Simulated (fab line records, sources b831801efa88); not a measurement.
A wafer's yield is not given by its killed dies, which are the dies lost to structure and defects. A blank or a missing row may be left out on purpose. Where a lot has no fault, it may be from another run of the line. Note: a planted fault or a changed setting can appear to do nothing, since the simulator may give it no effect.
fab line records    flow gf180mcu    part 2 of 2: steps 27 to 35 of 35
record: lots: 5  wafers: 15  last-day: 34
route steps=602 shown VT_IMPLANT@131 MVSD@136 NWELL@137 LVPWELL@138 MVPSD@139 DUAL_GATE@141 POLY_GATE@157
lots that met no fault: taken from a fault-free run of the same line
start-h: hours from the record's opening day to when the first of the lot's shown wafers began    wait-h: time in hours since the lot's previous step    " repeats the value in the row above    L1.1+2: a single row standing in for several wafers    - no value present, or no start provided    * or withheld: withheld    < > ~ a bound
route shown NAME@n: names a module that has steps shown in the file, with the first one's number in the route    usual: the fault-free wafers' mean and standard deviation    same: alike in all rows    chamber/n: place in a boat    sites: per-site readings    _std_site: their standard deviation    _edge_site: the outer-site mean with the inner-site mean subtracted    radius-mm: how far each site lies from the wafer's centre    mask NAME#n: copy n    behind: tool/chamber where the wafer was last shaped    hold: cause of the lot's hold/its duration in hours/its outcome    device: names the non-switching transistor (n, p or np)    end of line: tests run on the same wafers once the route is complete    for a step that has no rows: nothing shown but its recipe    killed: count of dies lost to structure and defects at first sort (not the wafer's yield)    map: shows each die of a wafer: x if killed, . if not, _ if none is there
set.NAME: setting as actually run; set.NAME@STEP: the setting as run at that earlier step    model.NAME: the simulator's own value behind a step, which no gauge read
lots seen at some steps along the route; tables by step, rows by wafer
services: the hour from which a tool's chamber was out of use, counted from the record's first day as start-h (under 0 if before that day), plus the number of hours and why
== steps ==
step: GF_POLY_GATE_CVD_00
recipe: material: poly-Si  target-thk-nm: 200  temp-c: 620  time-s: 1200  pressure-mtorr: 200
usual: spike-tc-centre-C: 620.1/1.4
lot.wafer  tool      chamber  start-h  wait-h  spike-tc-centre-C
L083.2     lpcvd-01  1        243.66   0.0     622.1
L083.3     "         1        "        "       619.6
L083.5     "         1        "        "       622.9
L087.2     lpcvd-02  1        269.20   0.0     618.8
L087.5     "         1        "        "       618.5
L087.6     "         1        "        "       619.8
L092.1     lpcvd-02  1        305.95   0.0     619.2
L092.4     "         1        "        "       618.5
L092.6     "         1        "        "       616.6
L093.2     lpcvd-01  1        311.20   0.0     619.3
L093.3     "         1        "        "       621.4
L093.4     "         1        "        "       621.0
L094.2     lpcvd-02  0        318.93   0.8     621.3
L094.4     "         0        "        "       620.6
L094.6     "         0        "        "       619.1
step: GF_POLY_GATE_THK_MEAS_01
recipe: reads: poly-Si_of_POLY_GATE_CVD_00
usual: POLY_GATE_CVD_00_THK: 199.9/1.9
lot.wafer  tool           chamber  start-h  wait-h  POLY_GATE_CVD_00_THK[nm]
L083.2     film-metro-01  -        245.00   0.0     202.0
L083.3     "              -        "        "       201.6
L083.5     "              -        "        "       201.4
L087.2     film-metro-03  -        270.54   0.0     195.5
L087.5     "              -        "        "       195.7
L087.6     "              -        "        "       196.2
L092.1     film-metro-04  -        307.28   0.0     198.9
L092.4     "              -        "        "       198.3
L092.6     "              -        "        "       199.4
L093.2     film-metro-01  -        312.55   0.0     202.2
L093.3     "              -        "        "       199.6
L093.4     "              -        "        "       201.1
L094.2     film-metro-03  -        320.27   0.0     201.4
L094.4     "              -        "        "       202.3
L094.6     "              -        "        "       201.6
step: GF_POLY_GATE_DEHYDRATE_02
recipe: temp-c: 200  time-s: 60
usual: exhaust-pa: 45.1/0.91  resist-line-temp-C: 22.99/0.12
lot.wafer  tool            chamber  start-h  wait-h  exhaust-pa  resist-line-temp-C
L083.2     litho-track-02  0        253.91   8.9     44.2        23.27
L083.3     "               0        "        "       45.4        23.03
L083.5     "               0        "        "       44.5        22.98
L087.2     litho-track-04  0        279.98   9.4     45.7        23.25
L087.5     "               0        "        "       45.7        23.16
L087.6     "               0        "        "       45.8        23.26
L092.1     litho-track-02  0        316.54   9.2     44.5        23.05
L092.4     "               0        "        "       45.3        23.27
L092.6     "               0        "        "       44.9        23.08
L093.2     litho-track-01  0        322.09   9.5     44.8        23.01
L093.3     "               0        "        "       44.1        22.97
L093.4     "               0        "        "       44.7        22.79
L094.2     litho-track-02  0        329.91   9.6     42.7        23.10
L094.4     "               0        "        "       43.9        22.91
L094.6     "               0        "        "       45.3        23.25
step: GF_POLY_GATE_HMDS_03
recipe: prime-time-s: 60  prime-temp-c: 120
usual: exhaust-pa: 45.0/0.84  resist-line-temp-C: 22.98/0.11
lot.wafer  tool            chamber  start-h  wait-h  exhaust-pa  resist-line-temp-C
L083.2     litho-track-02  0        254.06   0.1     44.8        23.16
L083.3     "               0        "        "       44.9        23.01
L083.5     "               0        "        "       44.7        22.97
L087.2     litho-track-04  0        280.13   0.1     43.7        22.95
L087.5     "               0        "        "       45.3        22.97
L087.6     "               0        "        "       45.0        23.04
L092.1     litho-track-02  0        316.69   0.1     43.5        22.96
L092.4     "               0        "        "       45.0        23.00
L092.6     "               0        "        "       43.8        22.87
L093.2     litho-track-01  0        322.24   0.1     43.5        23.06
L093.3     "               0        "        "       45.7        22.95
L093.4     "               0        "        "       45.4        23.13
L094.2     litho-track-02  0        330.06   0.1     44.4        23.09
L094.4     "               0        "        "       45.1        23.16
L094.6     "               0        "        "       45.0        23.21
step: GF_POLY_GATE_COAT_04
recipe: resist: BARC  temp-c: withheld  time-s: withheld  spin-rpm: withheld  resist-thk-nm: withheld
usual: exhaust-pa: 45.1/0.99  resist-line-temp-C: *
lot.wafer  tool            chamber  start-h  wait-h  exhaust-pa  resist-line-temp-C
L083.2     litho-track-02  0        254.21   0.1     45.3        *
L083.3     "               0        "        "       44.9        *
L083.5     "               0        "        "       44.7        *
L087.2     litho-track-04  0        280.28   0.1     45.9        *
L087.5     "               0        "        "       45.0        *
L087.6     "               0        "        "       46.0        *
L092.1     litho-track-02  0        316.84   0.1     45.8        *
L092.4     "               0        "        "       43.9        *
L092.6     "               0        "        "       45.9        *
L093.2     litho-track-01  0        322.39   0.1     44.7        *
L093.3     "               0        "        "       45.2        *
L093.4     "               0        "        "       45.0        *
L094.2     litho-track-02  0        330.21   0.1     45.1        *
L094.4     "               0        "        "       44.0        *
L094.6     "               0        "        "       45.4        *
step: GF_POLY_GATE_COAT_05
recipe: resist: KrF  spin-rpm: withheld  resist-thk-nm: 700
usual: exhaust-pa: 45.0/1  resist-line-temp-C: 23.01/0.11
lot.wafer  tool            chamber  start-h  wait-h  exhaust-pa  resist-line-temp-C
L083.2     litho-track-02  0        -        -       46.0        23.10
L083.3     "               0        "        "       45.7        23.21
L083.5     "               0        "        "       45.4        23.14
L087.2     litho-track-04  0        -        -       43.9        22.98
L087.5     "               0        "        "       44.2        22.92
L087.6     "               0        "        "       43.6        23.09
L092.1     litho-track-02  0        -        -       45.4        23.01
L092.4     "               0        "        "       45.3        22.91
L092.6     "               0        "        "       44.8        23.09
L093.2     litho-track-01  0        -        -       47.1        22.90
L093.3     "               0        "        "       45.2        22.78
L093.4     "               0        "        "       45.2        22.99
L094.2     litho-track-02  0        -        -       45.8        22.85
L094.4     "               0        "        "       44.9        22.94
L094.6     "               0        "        "       46.2        22.82
step: GF_POLY_GATE_SOFTBAKE_06
recipe: temp-c: 130  time-s: 60  resist: KrF
usual: exhaust-pa: 44.7/0.9  resist-line-temp-C: 23.00/0.11
lot.wafer  tool            chamber  start-h  wait-h  exhaust-pa  resist-line-temp-C
L083.2     litho-track-02  0        -        -       44.2        23.01
L083.3     "               0        "        "       45.5        22.98
L083.5     "               0        "        "       44.7        23.08
L087.2     litho-track-04  0        -        -       44.7        23.05
L087.5     "               0        "        "       46.2        23.17
L087.6     "               0        "        "       44.7        23.12
L092.1     litho-track-02  0        -        -       44.9        23.02
L092.4     "               0        "        "       45.0        22.98
L092.6     "               0        "        "       45.0        22.95
L093.2     litho-track-01  0        -        -       45.2        22.97
L093.3     "               0        "        "       44.4        23.02
L093.4     "               0        "        "       44.8        22.90
L094.2     litho-track-02  0        -        -       43.8        23.16
L094.4     "               0        "        "       45.4        23.02
L094.6     "               0        "        "       44.6        23.09
step: GF_POLY_GATE_EXPOSE_07
recipe: mask-id: Poly2  target-cd-nm: 280  na: 0.68  source-shape: conventional  sigma-outer: 0.6  dose-mj: 28
lot.wafer   tool            chamber  start-h  wait-h  mask
L083.2+3+5  krf-scanner-02  0        -        -       Poly2#0
L087.2+5+6  krf-scanner-01  0        -        -       Poly2#0
L092.1+4+6  krf-scanner-02  0        -        -       Poly2#0
L093.2+3+4  krf-scanner-02  0        -        -       Poly2#0
L094.2+4+6  krf-scanner-02  0        -        -       Poly2#0
step: GF_POLY_GATE_PEB_08
recipe: peb-temp-c: 135  peb-time-s: 90  resist: KrF
usual: exhaust-pa: 45.0/0.91  resist-line-temp-C: 23.01/0.099
lot.wafer  tool            chamber  start-h  wait-h  exhaust-pa  resist-line-temp-C
L083.2     litho-track-02  0        -        -       45.3        23.04
L083.3     "               0        "        "       44.8        23.02
L083.5     "               0        "        "       45.4        23.15
L087.2     litho-track-01  0        -        -       43.2        23.11
L087.5     "               0        "        "       44.9        23.15
L087.6     "               0        "        "       43.9        23.06
L092.1     litho-track-01  0        -        -       45.0        23.19
L092.4     "               0        "        "       44.1        22.96
L092.6     "               0        "        "       45.0        23.02
L093.2     litho-track-02  0        -        -       45.5        23.04
L093.3     "               0        "        "       45.5        23.11
L093.4     "               0        "        "       44.8        23.20
L094.2     litho-track-01  0        -        -       45.8        23.12
L094.4     "               0        "        "       46.5        23.08
L094.6     "               0        "        "       46.5        23.04
== services ==
tool              chamber  start-h  hours  kind
furnace-02        -        200.01   3.1    pm
implanter-03      -        204.82   24.3   pm
krf-scanner-02    -        213.31   1.0    pm
implanter-02      -        220.55   16.7   pm
furnace-01        -        229.42   4.2    pm
wet-bench-03      -        235.80   1.9    pm
iline-stepper-01  -        237.03   1.7    pm
implanter-02      -        237.29   3.8    pm
krf-scanner-02    -        238.14   0.2    repair
lpcvd-02          -        240.67   17.2   pm
plasma-asher-03   -        255.20   3.5    repair
iline-stepper-02  -        256.08   4.4    pm
rtp-anneal-02     -        264.03   0.9    pm
plasma-asher-01   -        268.19   0.4    repair
wet-bench-01      -        282.16   1.3    repair
krf-scanner-01    -        285.58   1.0    pm
krf-scanner-02    -        286.58   0.8    pm
wet-bench-03      -        287.68   2.4    repair
implanter-02      -        297.01   2.0    repair
krf-scanner-01    -        309.57   0.8    pm
iline-stepper-01  -        332.39   4.5    repair
iline-stepper-01  0        333.12   -      calibration
krf-scanner-01    -        335.25   1.3    pm
implanter-03      -        339.06   2.5    repair
